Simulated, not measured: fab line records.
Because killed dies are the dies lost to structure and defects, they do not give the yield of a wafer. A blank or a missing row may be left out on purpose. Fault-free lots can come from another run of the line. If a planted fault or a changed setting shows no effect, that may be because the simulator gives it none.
Which tool is to blame? || flow sky130 || 7 lots, 21 wafers sampled, at 3 steps of a route of 708

WHAT EACH GAUGE READ, for each wafer
SKY_VT_ADJUST_LVTN_TW_MEAS_10.
{"lot": "L445", "measured": "day 7 14:14", "on": "filmMetro-03", "VT_ADJUST_LVTN_TW": "241.1 240.6 240.6"}
{"lot": "L447", "measured": "day 8 00:25", "on": "filmMetro-03", "VT_ADJUST_LVTN_TW": "239.4 239.3 240.4"}
{"lot": "L450", "measured": "day 8 18:47", "on": "filmMetro-04", "VT_ADJUST_LVTN_TW": "240.8 241.6 241.3"}
{"lot": "L453", "measured": "day 9 14:49", "on": "filmMetro-04", "VT_ADJUST_LVTN_TW": "243.0 243.3 242.3"}
{"lot": "L458", "measured": "day 10 20:58", "on": "filmMetro-01", "VT_ADJUST_LVTN_TW": "242.8 241.5 241.1"}
{"lot": "L463", "measured": "day 12 11:38", "on": "filmMetro-01", "VT_ADJUST_LVTN_TW": "30.2 30.1 30.1"}
{"lot": "L466", "measured": "day 13 02:40", "on": "filmMetro-01", "VT_ADJUST_LVTN_TW": "241.8 243.6 242.9"}

TOOL THAT RAN EACH LOT (tool first, then ch and the chambers of the sampled wafers, then the start)
{"lot": "L445", "SKY_VT_ADJUST_HVTP_STRIP_10": "plasmaAsher-02 ch 0,1, day 6 18:23", "SKY_VT_ADJUST_LVTN_STRIP_09": "plasmaAsher-02 ch 0,1, day 7 14:08"}
{"lot": "L447", "SKY_VT_ADJUST_HVTP_STRIP_10": "plasmaAsher-02 ch 0,1, day 7 03:44", "SKY_VT_ADJUST_LVTN_STRIP_09": "plasmaAsher-02 ch 0,1, day 8 00:19"}
{"lot": "L450", "SKY_VT_ADJUST_HVTP_STRIP_10": "plasmaAsher-04 ch 0,1, day 7 22:09", "SKY_VT_ADJUST_LVTN_STRIP_09": "plasmaAsher-01 ch 0,1, day 8 18:41"}
{"lot": "L453", "SKY_VT_ADJUST_HVTP_STRIP_10": "plasmaAsher-02 ch 0,1, day 8 17:14", "SKY_VT_ADJUST_LVTN_STRIP_09": "plasmaAsher-03 ch 0,1, day 9 14:42"}
{"lot": "L458", "SKY_VT_ADJUST_HVTP_STRIP_10": "plasmaAsher-04 ch 0,1, day 9 22:08", "SKY_VT_ADJUST_LVTN_STRIP_09": "plasmaAsher-03 ch 0,1, day 10 20:52"}
{"lot": "L463", "SKY_VT_ADJUST_HVTP_STRIP_10": "plasmaAsher-02 ch 0,1, day 11 11:15", "SKY_VT_ADJUST_LVTN_STRIP_09": "plasmaAsher-03 ch 0,1, day 12 11:32"}
{"lot": "L466", "SKY_VT_ADJUST_HVTP_STRIP_10": "plasmaAsher-03 ch 0,1, day 12 02:23", "SKY_VT_ADJUST_LVTN_STRIP_09": "plasmaAsher-01 ch 0,1, day 13 02:33"}
- SKY_VT_ADJUST_HVTP_STRIP_10: strips in O2/N2.
- SKY_VT_ADJUST_LVTN_STRIP_09: strips in O2/N2.

THE ANSWER, worked out from the rows above alone
Rule: the usual values come from the lots themselves. The widest of any qualifying gaps counts: lots, ordered by their means at a reading, are off when they make up no more than a third of the lots, leave a main group of 4 or more, and stand apart from it by 3 or more times the standard deviation of that group's means. A main group is skipped when, at the precision printed for the reading in the tables above, its means are all equal. A lot without any number at a reading at which 4 lots or more have one is off too. Any other lot the step has rows for is counted as sound.
Off: L463, at SKY_VT_ADJUST_LVTN_TW_MEAS_10 (VT_ADJUST_LVTN_TW). Main group: mean 241.5, sd 1.1.
If a tool, at a process step before that reading, ran all the lots that are off and no sound lot after the first of them, it fits. Gauges at SKY_VT_ADJUST_LVTN_TW_MEAS_10: tried the same way as those tools. 2 tools fit, plasmaAsher-02 at SKY_VT_ADJUST_HVTP_STRIP_10 and plasmaAsher-03 at SKY_VT_ADJUST_LVTN_STRIP_09, so this cannot tell which one it is.

WHAT THE SIMULATOR HAD INSERTED
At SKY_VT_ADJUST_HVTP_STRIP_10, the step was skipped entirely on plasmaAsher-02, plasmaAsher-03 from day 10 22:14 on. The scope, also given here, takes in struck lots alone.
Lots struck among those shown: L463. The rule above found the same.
